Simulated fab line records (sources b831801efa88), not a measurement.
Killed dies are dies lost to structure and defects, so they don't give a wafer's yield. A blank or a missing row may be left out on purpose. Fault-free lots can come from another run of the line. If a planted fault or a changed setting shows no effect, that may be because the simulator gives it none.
A single fault, viewed from 2 desks || flow sky130 || numbers are kept per desk, each desk with only its own; the story behind them comes last

## THE TOOL OWNER'S DESK: pvd sputter-02
The tool's own readings at SKY_LOCAL_INTERCONNECT_SPUTTER_00 (material TiN, target thk 100 nm, time 83.3 s): means of the sampled wafers that have a number, for each lot that ran on this tool. Any lot whose mean is over 4 standard deviations away from the usual mean is out of limits and marked OUT; that distance is given in the brackets.
Columns: A = throttle valve pct at SKY_LOCAL_INTERCONNECT_SPUTTER_00, usual 29.9 %
{"lot": "L914", "first seen here": "day 33 09:23", "A": 29.6}
{"lot": "L921", "first seen here": "day 35 02:40", "A": 29.3}
Finding of this desk: none of the 2 lots has anything out of limits.

## THE METROLOGY DESK
Means of the sampled wafers that have a number, per lot and without regard to the tool the lot ran on: this is what the gauges read. Any lot whose mean is over 4 standard deviations away from the usual mean is out of limits and marked OUT; that distance is given in the brackets.
Columns: A = SD_N_TW at SKY_SD_N_TW_MEAS_12, usual 3992; B = LI_CONTACT_HDPCVD_THK at SKY_LI_CONTACT_THK_MEAS_01, usual 946 nm; C = LOCAL_INTERCONNECT_TIN_RS at SKY_LOCAL_INTERCONNECT_RS_MEAS_01, usual 14.14 ohm/sq; D = LOCAL_INTERCONNECT_TIN_THK at SKY_LOCAL_INTERCONNECT_THK_MEAS_02, usual 100.8 nm; E = LOCAL_INTERCONNECT_OVL at SKY_LOCAL_INTERCONNECT_OVL_MEAS_12, usual -1 nm
{"lot": "L905", "first seen here": "day 28 21:17", "A": 4019, "B": 938, "C": 14.18, "D": 100.2, "E": 3}
{"lot": "L906", "first seen here": "day 29 08:56", "A": 3960, "B": 933, "C": 14.17, "D": 100.4, "E": 2}
{"lot": "L907", "first seen here": "day 29 13:01", "A": 4032, "B": 947, "C": 14.11, "D": 100.4, "E": -4}
{"lot": "L910", "first seen here": "day 31 04:46", "A": 3968, "B": 949, "C": 14.02, "D": 101.5, "E": -13}
{"lot": "L914", "first seen here": "day 32 00:21", "A": 3959, "B": 962, "C": 14.09, "D": 101.7, "E": 3}
{"lot": "L921", "first seen here": "day 33 21:14", "A": 3980, "B": 956, "C": "21.50 (+46) OUT", "D": "79.5 (-18) OUT", "E": -2}
{"lot": "L922", "first seen here": "day 34 05:03", "A": 3985, "B": 954, "C": 13.96, "D": 102.6, "E": -3}
{"lot": "L923", "first seen here": "day 34 10:38", "A": 4015, "B": 934, "C": 14.26, "D": 100.5, "E": -1}
{"lot": "L925", "first seen here": "day 34 23:25", "A": 4003, "B": 933, "C": 14.06, "D": 100.7, "E": -2}
{"lot": "L926", "first seen here": "day 35 00:20", "A": 3999, "B": 956, "C": 14.31, "D": 100.2, "E": -0}
{"lot": "L927", "first seen here": "day 35 08:49", "A": 4012, "B": 948, "C": 14.11, "D": 101.6, "E": -1}
This desk's result: L921 out of limits, first on L921 (LOCAL_INTERCONNECT_TIN_RS at SKY_LOCAL_INTERCONNECT_RS_MEAS_01), day 35 02:45. Within limits: L905, L906, L907, L910, L914, L922, L923, L925, L926, L927.

## PUT TOGETHER
At day 35 02:45 the metrology desk could have sounded an alarm, on L921.
The tool owner's desk saw nothing out of limits.
Tool owner's desk: L921 on record, inside its limits.
All the named lots went through SKY_LOCAL_INTERCONNECT_SPUTTER_00 on pvd sputter-02.

## WHAT THE SIMULATOR PUT IN
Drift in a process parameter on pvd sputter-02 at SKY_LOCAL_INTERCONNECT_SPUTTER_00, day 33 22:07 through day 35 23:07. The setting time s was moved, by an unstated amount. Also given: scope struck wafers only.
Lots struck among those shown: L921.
Time in hours between the start of the fault and the first out-of-limits reading at each desk: metrology desk, 29.
